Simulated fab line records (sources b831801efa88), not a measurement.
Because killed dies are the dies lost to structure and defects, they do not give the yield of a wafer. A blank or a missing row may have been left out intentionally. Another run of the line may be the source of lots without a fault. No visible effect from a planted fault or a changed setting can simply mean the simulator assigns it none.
Comparing a struck lot with a sound one + flow sky130 + 17 steps out of a route of 708
Sound: wafers L398.2, L398.3, L398.6. The struck wafers were L392.1, L392.3, L392.4. The cause is named last.
Order at every step that has rows: each side's tool, ch and its chambers, its first start. Under that, the readings that differ: sound wafers + struck wafers + difference of the means + sigmas: that difference in standard deviations of wafers without a fault.
alike: readings whose means differ by less than 2 such deviations, and words and numbers that are the same on both sides. not compared: withheld readings, readings that some wafer has no value for, bounds like >300 that may hide the same value, and numbers for which the record gives no deviation and whose values overlap.
Wherever a step has rows on one side only, a row that says differs or no value, or a row with sigmas, the two part there. Numbers that don't overlap but have no deviation are shown without sigmas and don't part them. A reading that every wafer of one side lacks parts them only if that side has two wafers or more.

SKY_VT_ADJUST_HVTR_OVL_MEAS_08:
  struck on overlay-01, day 12 01:52; sound on overlay-01, day 14 05:13
  alike: VT_ADJUST_HVTR_OVL
following that, these wafers have no rows for 1 step: SKY_VT_ADJUST_HVTR_IMPLANT_09.
SKY_VT_ADJUST_HVTR_STRIP_10: strips in O2/N2.
  sound on plasma_asher-02 ch 0,1, day 14 05:24; struck on plasma_asher-02 ch 0,1, day 12 02:04
  alike: drypump_motor_current_A, oes_product_au, strip_time_to_endpoint_s
  not compared: rf_hours_counter_h
SKY_VT_ADJUST_HVTR_TW_MEAS_11:
  struck on film_metro-03, day 12 02:10; sound on film_metro-02, day 14 05:31
  alike: VT_ADJUST_HVTR_TW
then, 7 steps without rows for these wafers: SKY_VT_ADJUST_PCH_DEHYDRATE_00 (time 60 s); SKY_VT_ADJUST_PCH_HMDS_01 (prime time 60 s); SKY_VT_ADJUST_PCH_COAT_02 (resist thk 3000 nm); SKY_VT_ADJUST_PCH_SOFTBAKE_03; SKY_VT_ADJUST_PCH_EXPOSE_04 (exposes mask NWM, target cd 840 nm); SKY_VT_ADJUST_PCH_PEB_05; SKY_VT_ADJUST_PCH_DEVELOP_06 (develop time 60 s).
SKY_VT_ADJUST_PCH_OVL_MEAS_07:
  struck on overlay-02, day 13 03:46; sound on overlay-01, day 15 07:43
  alike: VT_ADJUST_PCH_OVL
SKY_VT_ADJUST_PCH_IMPLANT_08:
  sound on implanter-01 ch 0, day 15 07:46; struck on implanter-03 ch 0, day 13 03:48
| reading            | sound                         | struck                      | difference | sigmas      |
|--------------------|-------------------------------|-----------------------------|------------|-------------|
| dose_ions_cm2      | 4.986e+11 4.996e+11 4.999e+11 | 3.266e+11 3.26e+11 3.26e+11 | -1.732e+11 | -99 or more |
| faraday_current_uA | 2.73 2.82 2.77                | 1.84 1.85 1.80              | -0.94      | -16         |
SKY_VT_ADJUST_PCH_STRIP_09: strips in O2/N2.
  sound on plasma_asher-02 ch 0,1, day 15 07:54; struck on plasma_asher-02 ch 0,1, day 13 03:57
  alike: drypump_motor_current_A, oes_product_au, strip_time_to_endpoint_s
  not compared: rf_hours_counter_h
SKY_VT_ADJUST_PCH_TW_MEAS_10:
  struck on film_metro-02, day 13 04:03; sound on film_metro-04, day 15 08:01
| reading          | sound             | struck            | difference | sigmas |
|------------------|-------------------|-------------------|------------|--------|
| VT_ADJUST_PCH_TW | 143.7 143.4 142.7 | 127.9 128.2 127.0 | -15.6      | -18    |
then, 1 step without rows for these wafers: SKY_SONOS_TUNNEL_DEHYDRATE_00 (time 60 s).
-- here the record skips 35 days between the struck wafers' starts before and after, leaving off in module SONOS_TUNNEL and picking up in module PAD_OPEN (first step shown: number 708 of the route) --
SKY_PAD_OPEN_PROBE_99:
  struck on prober-02, day 48 02:12; sound on prober-02, day 49 10:12
| reading                                   | sound                   | struck                  | difference | sigmas |
|-------------------------------------------|-------------------------|-------------------------|------------|--------|
| model.etest.pfet_01v8_lvt.drive_ua_um     | 175.3 175.6 176         | 169.3 168.9 168.8       | -6.6       |        |
| model.etest.pfet_g5v0d10v5.off_log10_a_um | -12.68 -12.38 -12.42    | -13.33 -13.12 -13.11    | -0.69      |        |
| model.etest.pfet_01v8_lvt.off_log10_a_um  | -8.919 -8.843 -8.877    | -9.439 -9.545 -9.65     | -0.665     |        |
| model.etest.pfet_g5v0d10v5.vt_sat_v (V)   | -0.6246 -0.6144 -0.615  | -0.7216 -0.6935 -0.7035 | -0.0882    |        |
| model.etest.pfet_16v.vt_v (V)             | -1.089 -1.093 -1.09     | -1.171 -1.17 -1.166     | -0.078     |        |
| model.etest.pfet_g5v0d10v5.vt_v (V)       | -0.8268 -0.8218 -0.817  | -0.9032 -0.8767 -0.8871 | -0.0671    |        |
| model.etest.pfet_g5v0d10v5.vt_long_v (V)  | -0.9255 -0.9279 -0.9256 | -0.9916 -0.9965 -0.993  | -0.0674    |        |
| model.etest.pfet_01v8_lvt.vt_sat_v (V)    | -0.4446 -0.4425 -0.4376 | -0.4895 -0.497 -0.4912  | -0.0510    |        |
  alike: killed_at_M0_to_M3, killed_at_M4_up, killed_at_contacts, killed_at_front_end, killed_at_other, killed_dies, killed_open, killed_short

## WHERE THEY PART
Earliest at SKY_VT_ADJUST_PCH_IMPLANT_08; latest, in this record, at SKY_VT_ADJUST_PCH_TW_MEAS_10. Later steps at which nothing parts them and some readings are alike: SKY_PAD_OPEN_PROBE_99.

WHY: what the simulator had put in
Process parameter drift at SKY_VT_ADJUST_PCH_IMPLANT_08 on implanter-03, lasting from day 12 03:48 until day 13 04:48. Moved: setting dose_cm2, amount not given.
